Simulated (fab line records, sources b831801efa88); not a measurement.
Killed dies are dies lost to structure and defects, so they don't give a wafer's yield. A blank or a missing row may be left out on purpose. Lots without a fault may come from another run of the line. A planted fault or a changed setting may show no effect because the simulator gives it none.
Which tool did it? | flow sky130 | 24 lots, 72 wafers sampled, at 1 step of a route of 708

WHAT THE GAUGES READ, wafer by wafer
SKY_FIELD_ISO_CD_MEAS_13: target cd 150 nm. Usual: cd_nm 149.9 nm, standard deviation 1.3.
lot  | measured    | on        | cd_nm (nm)        | flag
L074 | day 2 05:56 | cd_sem-01 | 149.0 148.3 148.4 |
L075 | day 2 11:59 | cd_sem-02 | 149.1 148.8 147.8 |
L076 | day 2 19:02 | cd_sem-01 | 149.7 149.3 149.6 |
L077 | day 2 22:01 | cd_sem-02 | 147.7 148.6 149.0 |
L078 | day 3 01:36 | cd_sem-02 | 150.4 150.0 149.9 |
L079 | day 3 07:19 | cd_sem-02 | 149.6 150.8 148.3 |
L080 | day 3 11:02 | cd_sem-02 | 149.6 151.0 151.6 |
L081 | day 3 16:50 | cd_sem-02 | 147.5 148.1 147.6 |
L082 | day 3 22:20 | cd_sem-01 | 149.5 150.1 150.2 |
L083 | day 4 03:32 | cd_sem-01 | 148.7 149.6 150.2 |
L084 | day 4 08:49 | cd_sem-01 | 150.5 149.3 150.2 |
L085 | day 4 16:01 | cd_sem-01 | 151.8 150.5 152.1 |
L086 | day 4 19:23 | cd_sem-01 | 149.0 150.6 149.8 |
L087 | day 4 23:40 | cd_sem-01 | 152.7 151.6 153.1 |
L088 | day 7 15:14 | cd_sem-01 | 151.5 150.8 152.2 |
L089 | day 7 16:28 | cd_sem-01 | 149.4 149.0 149.0 |
L090 | day 7 18:20 | cd_sem-01 | 150.0 148.5 150.2 |
L091 | day 7 19:06 | cd_sem-01 | 147.7 148.5 149.0 |
L092 | day 7 20:16 | cd_sem-01 | 148.6 147.8 149.3 |
L093 | day 7 20:44 | cd_sem-01 | 150.0 150.7 150.6 |
L094 | day 7 21:20 | cd_sem-01 | 152.2 151.5 150.6 |
L095 | day 7 21:53 | cd_sem-01 | 149.7 150.7 151.6 |
L096 | day 7 23:31 | cd_sem-01 | 152.1 150.0 151.5 |
L097 | day 8 00:22 | cd_sem-01 | 152.4 151.5 150.0 |

WHICH TOOL RAN EACH LOT (tool, then ch and the chambers of the sampled wafers, then the start)
The record holds no process step before these readings.

WHAT THE TOOLS THEMSELVES READ (means of the sampled wafers that have a number; where no wafer has one, the mark that the record gives instead)
The record holds no such reading with a usual standard deviation.

THE ANSWER, worked out from the rows above alone
Rule: a lot is off if the mean of its wafers that have a number lies more than 3 standard deviations from the usual mean. A lot without any number at a reading at which 4 lots or more have one is off too. The other lots that the step has rows for count as sound. The gauges are gone through in route order, then the tools' own readings, and for those a lot's mean is taken as printed above. The first step at which some lot is off is used, and at that step the reading that is off furthest; a lot without a number counts as furthest.
No lot is off at any reading shown: from this, nothing can be told.

WHAT THE SIMULATOR HAD PUT IN
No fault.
